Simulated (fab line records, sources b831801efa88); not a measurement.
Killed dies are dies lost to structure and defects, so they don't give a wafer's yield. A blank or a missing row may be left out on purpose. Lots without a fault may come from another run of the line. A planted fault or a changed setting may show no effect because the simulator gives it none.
A struck lot beside a sound one | flow gf180mcu | 15 steps out of a route of 602
Sound: wafers L142.1, L142.3, L142.4. Struck: wafers L153.1, L153.2, L153.5. The cause comes at the end.
At each step with rows: each side's tool, then ch and its chambers, then its first start. Under that, the readings that differ: sound wafers | struck wafers | difference of the means | sigmas: that difference in standard deviations of wafers without a fault.
alike: readings whose means differ by less than 2 such deviations, and words and numbers that are the same on both sides. not compared: withheld readings, readings that some wafer has no value for, bounds like >300 that may hide the same value, and numbers for which the record gives no deviation and whose values overlap.
The two part at a step that has a row with sigmas, a row that says differs or no value, or rows on one side only. Numbers that don't overlap but have no deviation are shown without sigmas and don't part them. A reading that every wafer of one side lacks parts them only if that side has two wafers or more.

GF_M3_SPUTTER_01: material TiN, target thk 30 nm, time 25 s.
  sound on pvd_sputter-02, day 20 04:44; struck on pvd_sputter-04, day 24 05:48
  alike: chamber_pressure_pa, throttle_valve_pct
GF_M3_SPUTTER_02: material AlCu, target thk 450 nm, time 23.9 s.
  sound on pvd_sputter-02, day 20 04:47; struck on pvd_sputter-04, day 24 05:50
  alike: chamber_pressure_pa, throttle_valve_pct
GF_M3_SPUTTER_03: material Ti, target thk 10 nm, time 6.7 s.
  sound on pvd_sputter-02, day 20 04:49; struck on pvd_sputter-04, day 24 05:52
  alike: chamber_pressure_pa, throttle_valve_pct
GF_M3_SPUTTER_04: material TiN, target thk 50 nm, time 41.7 s.
  sound on pvd_sputter-02, day 20 04:50; struck on pvd_sputter-04, day 24 05:53
  alike: chamber_pressure_pa, throttle_valve_pct
GF_M3_RS_MEAS_05: measures by four-point-probe.
  sound on film_metro-01, day 20 04:52; struck on film_metro-01, day 24 05:55
  alike: M3_ALCU_RS
GF_M3_THK_MEAS_06: measures by xrf.
  sound on film_metro-01, day 20 04:59; struck on film_metro-01, day 24 06:02
  alike: M3_ALCU_THK
then, 6 steps without rows for these wafers: GF_M3_DEHYDRATE_07 (time 60 s); GF_M3_HMDS_08 (prime time 60 s); GF_M3_COAT_09 (resist thk 1000 nm); GF_M3_SOFTBAKE_10 (time 60 s); GF_M3_EXPOSE_11 (exposes mask Metal3, target cd 280 nm); GF_M3_PEB_12 (peb time 90 s).
GF_M3_DEVELOP_13: develop time 60 s.
  sound on litho_track-01 ch 0, day 21 04:37; struck on litho_track-01 ch 0, day 25 03:22
  reading              | sound             | struck            | difference | sigmas
  developer_temp_C (C) | 20.81 20.96 21.01 | 20.08 20.28 19.96 | -0.82      | -7
GF_M3_CD_MEAS_14: target cd 280 nm.
  sound on cd_sem-01, day 21 04:46; struck on cd_sem-01, day 25 03:31
  alike: cd_nm
-- the record jumps here: 7 days lie between the struck wafers' starts before and after (it left off in module M3 and takes up again in module PASSIVATION, whose first step shown is number 602 of the route) --
GF_PASSIVATION_PROBE_99:
  the record has rows for the struck wafers here (prober-01, day 32 02:54) and none for the sound ones

WHERE THEY PART
First at GF_M3_DEVELOP_13; last, within this record, at GF_PASSIVATION_PROBE_99.

WHY: what the simulator had put in
Process parameter drift: litho_track-01, from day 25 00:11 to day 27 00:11, at GF_M3_DEVELOP_13. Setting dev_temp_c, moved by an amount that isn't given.
